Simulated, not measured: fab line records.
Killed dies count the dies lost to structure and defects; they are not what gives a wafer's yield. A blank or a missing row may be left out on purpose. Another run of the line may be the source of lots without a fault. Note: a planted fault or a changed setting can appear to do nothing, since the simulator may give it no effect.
Which of the tools did it? | flow sky130 | 14 lots with 42 wafers sampled at 4 steps, on a route of 708 steps

## WHAT EACH GAUGE READ, for each wafer
SKY_METAL2_THK_MEAS_06: measures by xrf. Usual: METAL2_ALCU_THK gives 250 nm (standard deviation 3).
lot  | measured     | on           | METAL2_ALCU_THK (nm) | flag
L591 | day 33 22:50 | filmMetro-02 | 248 248 248          | 
L592 | day 34 08:03 | filmMetro-02 | 247 246 246          | 
L593 | day 34 13:04 | filmMetro-03 | 250 251 252          | 
L597 | day 36 13:55 | filmMetro-02 | 251 254 252          | 
L599 | day 37 03:47 | filmMetro-02 | 290 289 286          | OFF
L600 | day 37 06:51 | filmMetro-01 | 287 285 288          | OFF
L603 | day 38 06:28 | filmMetro-03 | 252 256 254          | 
L607 | day 39 10:31 | filmMetro-03 | 251 253 251          | 
L608 | day 39 15:01 | filmMetro-02 | 249 253 251          | 
L609 | day 39 21:47 | filmMetro-01 | 249 250 248          | 
L610 | day 40 02:01 | filmMetro-02 | 244 243 247          | 
L611 | day 40 04:43 | filmMetro-03 | 252 252 250          | 
L612 | day 40 12:31 | filmMetro-03 | 246 248 251          | 
L614 | day 40 22:46 | filmMetro-01 | 252 256 253          | 

SKY_METAL2_CD_MEAS_15 targets a cd of 140 nm. Usual: 140.4 nm for cdNm, sd 1.7.
lot  | measured     | on       | cdNm (nm)         | flag
L591 | day 35 00:56 | cdSem-01 | 140.9 139.4 139.7 | 
L592 | day 35 10:22 | cdSem-02 | 139.5 139.3 138.1 | 
L593 | day 35 16:14 | cdSem-01 | 141.1 139.8 140.0 | 
L597 | day 37 15:08 | cdSem-02 | 140.8 140.0 140.4 | 
L599 | day 38 05:41 | cdSem-01 | 137.8 137.1 138.9 | 
L600 | day 38 08:32 | cdSem-01 | 138.8 137.3 139.6 | 
L603 | day 39 08:14 | cdSem-02 | 140.6 142.2 140.9 | 
L607 | day 40 10:53 | cdSem-01 | 142.4 141.4 141.4 | 
L608 | day 40 15:16 | cdSem-02 | 136.8 136.1 137.3 | 
L609 | day 40 21:40 | cdSem-02 | 139.3 139.7 140.6 | 
L610 | day 41 02:05 | cdSem-02 | 137.9 139.0 139.7 | 
L611 | day 41 04:02 | cdSem-02 | 139.8 139.6 140.7 | 
L612 | day 41 10:40 | cdSem-02 | 138.5 136.8 138.6 | 
L614 | day 41 20:59 | cdSem-02 | 138.5 139.7 140.7 | 

SKY_METAL2_OVL_MEAS_16. Usual: METAL2_OVL gives 0 nm (standard deviation 4).
lot  | measured     | on         | METAL2_OVL (nm) | flag
L591 | day 35 01:03 | overlay-02 | 1 2 -5          | 
L592 | day 35 10:28 | overlay-01 | -5 -5 2         | 
L593 | day 35 16:22 | overlay-01 | -1 1 0          | 
L597 | day 37 15:15 | overlay-02 | 7 8 5           | 
L599 | day 38 05:48 | overlay-02 | -2 0 1          | 
L600 | day 38 08:40 | overlay-02 | 3 4 0           | 
L603 | day 39 08:22 | overlay-02 | -9 -2 -6        | 
L607 | day 40 11:00 | overlay-02 | -3 0 -2         | 
L608 | day 40 15:22 | overlay-02 | 6 1 -4          | 
L609 | day 40 21:46 | overlay-01 | 2 7 3           | 
L610 | day 41 02:11 | overlay-01 | -5 -6 -1        | 
L611 | day 41 04:10 | overlay-01 | 4 2 7           | 
L612 | day 41 10:47 | overlay-01 | -4 3 -2         | 
L614 | day 41 21:05 | overlay-02 | 1 -3 -5         | 

## TOOL THAT RAN EACH LOT (tool first, then ch and the chambers of the sampled wafers, then the start)
lot  | SKY_METAL2_SPUTTER_04
L591 | pvdSputter-02, day 33 22:40
L592 | pvdSputter-04, day 34 07:52
L593 | pvdSputter-01, day 34 12:53
L597 | pvdSputter-04, day 36 13:44
L599 | pvdSputter-02, day 37 03:37
L600 | pvdSputter-04, day 37 06:41
L603 | pvdSputter-04, day 38 06:17
L607 | pvdSputter-04, day 39 10:21
L608 | pvdSputter-04, day 39 14:50
L609 | pvdSputter-02, day 39 21:36
L610 | pvdSputter-01, day 40 01:49
L611 | pvdSputter-04, day 40 04:33
L612 | pvdSputter-04, day 40 12:20
L614 | pvdSputter-04, day 40 22:34
- SKY_METAL2_SPUTTER_04: material TiN, target thk 70 nm, time 58.3 s.

## AS READ BY THE TOOLS THEMSELVES (means over the sampled wafers that have a number; for cases with no such wafer, the mark the record gives instead)
SKY_METAL2_SPUTTER_04. Usual: cathodeDcPowerW 6499.9 W, standard deviation 1.2; chamberPressurePa 0.4000 Pa, standard deviation 0.00075; throttleValvePct 30.2 %, standard deviation 0.7.
lot  | tool          | cathodeDcPowerW (W) | chamberPressurePa (Pa) | throttleValvePct (%) | flag
L591 | pvdSputter-02 | 6499.3              | 0.3999                 | 30.3                 | 
L592 | pvdSputter-04 | 6500.0              | 0.4000                 | 30.0                 | 
L593 | pvdSputter-01 | 6499.8              | 0.3991                 | 30.9                 | 
L597 | pvdSputter-04 | 6500.4              | 0.4003                 | 29.8                 | 
L599 | pvdSputter-02 | -                   | -                      | -                    | OFF
L600 | pvdSputter-04 | -                   | -                      | -                    | OFF
L603 | pvdSputter-04 | 6500.0              | 0.4000                 | 29.6                 | 
L607 | pvdSputter-04 | 6501.1              | 0.3994                 | 30.4                 | 
L608 | pvdSputter-04 | 6499.5              | 0.4009                 | 30.2                 | 
L609 | pvdSputter-02 | 6501.2              | 0.4007                 | 29.7                 | 
L610 | pvdSputter-01 | 6499.6              | 0.3998                 | 30.8                 | 
L611 | pvdSputter-04 | 6498.9              | 0.3997                 | 30.4                 | 
L612 | pvdSputter-04 | 6501.2              | 0.4004                 | 30.1                 | 
L614 | pvdSputter-04 | 6500.6              | 0.4003                 | 30.5                 | 

## THE ANSWER, worked out from the rows above alone
Rule: a lot counts as off when the mean over its wafers that have a number is more than 3 standard deviations away from the usual mean. A lot without any number at a reading at which 4 lots or more have one is off too. The other lots that the step has rows for count as sound. After the gauges, taken in route order, come the tools' own readings; for these a lot's mean is taken, as printed above. The first step at which some lot is off is used, and at that step the reading that is off furthest; a lot without a number counts as furthest.
Off: at SKY_METAL2_THK_MEAS_06 (METAL2_ALCU_THK), L599, L600.
If a tool, at a process step before that reading, ran all the lots that are off and no sound lot after the first of them, it fits. Not tried: the gauges at SKY_METAL2_THK_MEAS_06; whatever is off there is also off at SKY_METAL2_SPUTTER_04, on other tools, and gauge error can't account for it. None of those tried fits.

## WHAT HAD BEEN PUT IN BY THE SIMULATOR
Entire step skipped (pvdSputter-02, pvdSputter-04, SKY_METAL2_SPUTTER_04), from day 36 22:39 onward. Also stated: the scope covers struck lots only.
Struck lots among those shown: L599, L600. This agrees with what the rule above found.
